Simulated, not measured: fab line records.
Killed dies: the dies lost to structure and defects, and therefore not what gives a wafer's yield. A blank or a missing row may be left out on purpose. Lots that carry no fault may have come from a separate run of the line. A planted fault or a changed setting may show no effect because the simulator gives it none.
Chamber matching ; flow gf180mcu ; 4 sister chambers for GF_V2_CMP_26 on cmp-02
The step polishes, stops on SiO2, t overpolish 15 s, target thk 0 nm. 4 wafers are shown with their chamber, then 11 later ones without.

WAFERS PAIRED WITH THEIR CHAMBERS
wafer;chamber;motor_current_A (A)
L082.5;3;12.4
L089.1;1;13.8
L089.2;0;10.0
L093.3;2;10.6

WAFERS WHOSE CHAMBER IS MISSING
wafer;motor_current_A (A)
L093.4;13.9
L093.6;10.3
L095.3;11.3
L095.4;13.6
L095.5;12.9
L096.2;9.4
L096.3;12.8
L096.6;11.3
L097.2;12.3
L097.4;11.4
L097.6;14.1

CHAMBER TAKEN BY EACH
wafer;from the rows above;in truth
L093.4;1;1
L093.6;can't be placed: 2 or 0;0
L095.3;can't be placed: 2 or 3 or 0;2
L095.4;1;1
L095.5;can't be placed: 3 or 1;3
L096.2;can't be placed: 0 or 2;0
L096.3;can't be placed: 3 or 1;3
L096.6;can't be placed: 2 or 3 or 0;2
L097.2;3;3
L097.4;can't be placed: 2 or 3 or 0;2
L097.6;1;1
Correct placement for 4 of the 11. These rows do not allow placing 7 (true chamber among the candidates in 7). 0 placed wrongly.
How it was worked out, from the rows above alone: a wafer's distance from a chamber is the root of the sum, over the readings, of the square of ((its reading less the chamber's mean) divided by the reading's scatter). The wafer belongs to the nearest chamber; if the next one is less than 2 further off, it can't be placed. A chamber's mean is the mean of its shown wafers. The scatter: root of mean squared gap, hidden wafer to nearest shown wafer, with one shown wafer a chamber.
